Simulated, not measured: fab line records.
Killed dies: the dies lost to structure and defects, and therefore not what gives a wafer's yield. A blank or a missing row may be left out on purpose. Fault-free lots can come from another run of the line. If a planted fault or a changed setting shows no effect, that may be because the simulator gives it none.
The tool behind it: which one? | flow gf180mcu | 7 lots (20 wafers sampled), 1 step of a 602-step route

## WHAT THE GAUGES SHOWED, per wafer
GF_STI_THK_MEAS_30.
lot  | measured    | on            | STI_OXIDATION_02_THK (nm)
L780 | day 2 11:57 | film metro-01 | 10.18 10.03 10.33
L782 | day 2 21:11 | film metro-01 | 10.30 10.34 10.35
L787 | day 3 22:28 | film metro-04 | 9.86 9.75 9.87
L794 | day 5 10:46 | film metro-01 | 9.45 9.65 9.68
L797 | day 6 03:41 | film metro-04 | 10.08 10.10 10.13
L799 | day 6 12:48 | film metro-02 | 10.03 10.28
L802 | day 7 03:56 | film metro-01 | 9.90 10.05 10.06

## WHAT TOOL EACH LOT RAN ON (gives the tool, then ch and the chambers of the sampled wafers, and finally the start)
The record shows no process step preceding these readings.

## THE ANSWER, worked out from the rows above alone
Rule: what is usual is taken from the lots themselves. The widest of any qualifying gaps counts: lots, ordered by their means at a reading, are off when they make up no more than a third of the lots, leave a main group of 4 or more, and stand apart from it by 3 or more times the standard deviation of that group's means. Not used: any main group whose means are identical at the precision the tables above print for the reading. Also off: a lot with no number at a reading for which 4 or more lots have one. All remaining lots with rows at the step are treated as sound.
None of the lots is off at any reading shown; this tells nothing.

## WHAT THE SIMULATOR HAD PUT IN
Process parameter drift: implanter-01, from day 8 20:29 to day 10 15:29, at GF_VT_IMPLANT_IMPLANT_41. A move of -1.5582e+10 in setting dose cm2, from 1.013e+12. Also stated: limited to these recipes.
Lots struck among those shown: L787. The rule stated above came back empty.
